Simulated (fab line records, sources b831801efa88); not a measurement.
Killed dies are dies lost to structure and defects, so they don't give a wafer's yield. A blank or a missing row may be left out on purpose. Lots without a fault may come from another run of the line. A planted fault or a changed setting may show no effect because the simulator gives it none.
A struck lot beside a sound one | flow sky130 | 16 steps out of a route of 708
Sound: wafers L970.2, L970.3, L970.5. Struck: wafers L978.2, L978.3, L978.5. The cause comes at the end.
At each step with rows: each side's tool, then ch and its chambers, then its first start. Under that, the readings that differ: sound wafers | struck wafers | difference of the means | sigmas: that difference in standard deviations of wafers without a fault.
alike: readings whose means differ by less than 2 such deviations, and words and numbers that are the same on both sides. not compared: withheld readings, readings that some wafer has no value for, bounds like >300 that may hide the same value, and numbers for which the record gives no deviation and whose values overlap.
The two part at a step that has a row with sigmas, a row that says differs or no value, or rows on one side only. Numbers that don't overlap but have no deviation are shown without sigmas and don't part them. A reading that every wafer of one side lacks parts them only if that side has two wafers or more.

first, 3 steps without rows for these wafers: SKY_FIELD_ISO_EXPOSE_10 (exposes mask FOM, target cd 150 nm); SKY_FIELD_ISO_PEB_11; SKY_FIELD_ISO_DEVELOP_12 (develop time 60 s).
SKY_FIELD_ISO_CD_MEAS_13: target cd 150 nm.
  sound on cd_sem-01, day 3 18:19; struck on cd_sem-02, day 5 07:43
  alike: cd_nm
SKY_FIELD_ISO_ETCH_14: etches BARC in N2/H2, stops on SiO2, time 45.9 s, target depth 60 nm.
  sound on rie_diel-03 ch 0,2,3, day 3 18:25; struck on rie_diel-04 ch 0,3, day 5 07:49
  alike: drypump_motor_current_A, oes_product_au, throttle_valve_pct
  not compared: rf_hours_counter_h
SKY_FIELD_ISO_ETCH_15: etches the open film in CHF3/O2, stops on Si, target depth 180 nm, time 72 s.
  sound on rie_diel-03 ch 0,2,3, day 3 18:27; struck on rie_diel-04 ch 0,3, day 5 07:51
  alike: O2_flow_sccm, drypump_motor_current_A, oes_product_au, throttle_valve_pct
  not compared: rf_hours_counter_h
SKY_FIELD_ISO_STRIP_16: strips in O2/N2.
  sound on plasma_asher-02 ch 0,1, day 3 18:31; struck on plasma_asher-03 ch 0,1, day 5 07:55
  alike: drypump_motor_current_A, oes_product_au, strip_time_to_endpoint_s
  not compared: rf_hours_counter_h
SKY_FIELD_ISO_ETCH_17: etches Si in HBr/Cl2/O2, target depth 342 nm, time 97.7 s.
  sound on rie_si-01 ch 0,1,2, day 3 18:37; struck on rie_si-02 ch 0,1,3, day 5 08:01
  alike: HBr_flow_sccm, O2_flow_sccm, drypump_motor_current_A, oes_product_au, throttle_valve_pct
  not compared: rf_hours_counter_h
then, 4 steps without rows for these wafers: SKY_FIELD_ISO_WET_ETCH_18 (etches Si3N4 in H3PO4, target depth 25 nm, time 286 s); SKY_FIELD_ISO_CLEAN_19 (cleans in SC1/SC2, time 150 s); SKY_FIELD_ISO_CLEAN_20 (cleans in dHF, time 20 s); SKY_FIELD_ISO_WET_ETCH_21 (etches SiO2 in dHF, target depth 20 nm, time 400 s).
SKY_FIELD_ISO_OXIDATION_22: stabilise 600 s, purge 300 s, target thk 10 nm.
  sound on furnace-01 ch 0, day 3 19:23; struck on furnace-01 ch 0, day 5 08:21
  reading                                          | sound                | struck               | difference | sigmas
  spike_tc_bottom_C (C)                            | 965.6 967.1 966.6    | 1012.4 1011.7 1010.9 | +45.2      | +38
  spike_tc_centre_C (C)                            | 949.4 951.9 952.7    | 997.4 995.1 994.5    | +44.3      | +34
  spike_tc_lower_C (C)                             | 949.4 947.8 948.8    | 993.0 994.0 993.6    | +44.9      | +41
  spike_tc_top_C (C)                               | 964 965 963          | 1008 1009 1007       | +44        | +9
  spike_tc_upper_C (C)                             | 949.3 950.5 950.4    | 995.8 994.7 996.5    | +45.6      | +35
  tube_center_temp_C (C)                           | 950.06 950.04 949.98 | 994.72 994.69 994.72 | +44.68     | +99 or more
  tube_center_temp_C_max                           | 952.1 952.6 952.6    | 997.5 996.7 997.3    | +44.7      | +99 or more
  zone_power_centre_pct (%)                        | 21.27 21.15 21.58    | 23.84 23.85 23.99    | +2.56      | +12
  zone_power_lower_pct (%)                         | 21.3 20.9 21.2       | 23.1 23.0 23.5       | +2.1       | +3
  zone_power_top_pct (%)                           | 35.4 35.7 35.1       | 38.7 38.5 37.9       | +3.0       | +7
  model.SiO2_of_FIELD_ISO_OXIDATION_22.thk_nm (nm) | 9.98 9.859 9.999     | 16.81 16.76 16.89    | +6.87      |
SKY_FIELD_ISO_THK_MEAS_23:
  sound on film_metro-04, day 3 20:35; struck on film_metro-04, day 5 09:32
  reading                         | sound           | struck            | difference | sigmas
  FIELD_ISO_OXIDATION_01_THK (nm) | 10.00 9.85 9.97 | 16.81 16.76 16.87 | +6.87      | +33
then, 1 step without rows for these wafers: SKY_FIELD_ISO_CVD_24 (deposits SiO2, target thk 595 nm, time 99.2 s).
-- the record jumps here: 44 days lie between the struck wafers' starts before and after (it left off in module FIELD_ISO and takes up again in module PAD_OPEN, whose first step shown is number 708 of the route) --
SKY_PAD_OPEN_PROBE_99:
  sound on prober-02, day 47 10:23; struck on prober-02, day 49 10:29
  reading                                          | sound                | struck               | difference | sigmas
  killed_at_contacts                               | 39 26 36             | 22 21 19             | -13        | -2
  killed_open                                      | 56 59 60             | 41 49 38             | -16        | -2
  model.etest.sram_nfet_pass.off_log10_a_um        | -12.57 -12.51 -12.55 | -13.16 -13.34 -13.41 | -0.76      |
  model.etest.diode_pdiff_fingers.leak_log10_a_cm2 | -6.302 -6.669 -6.553 | -7.384 -7.221 -6.969 | -0.683     |
  model.etest.sram_nfet_pass.vt_v (V)              | 0.6405 0.6373 0.6428 | 0.7174 0.712 0.7225  | +0.0771    |
  model.etest.sram_nfet_pass.vt_sat_v (V)          | 0.5387 0.5334 0.5374 | 0.6207 0.6171 0.6263 | +0.0849    |
  alike: killed_at_M0_to_M3, killed_at_M4_up, killed_at_front_end, killed_at_other, killed_dies, killed_short
  not compared: model.etest.diode_ndiff_fingers.leak_log10_a_cm2

WHERE THEY PART
First at SKY_FIELD_ISO_OXIDATION_22; last, within this record, at SKY_PAD_OPEN_PROBE_99.

WHY: what the simulator had put in
Process parameter drift: furnace-01, from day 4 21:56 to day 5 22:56, at SKY_FIELD_ISO_OXIDATION_22. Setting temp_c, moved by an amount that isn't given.
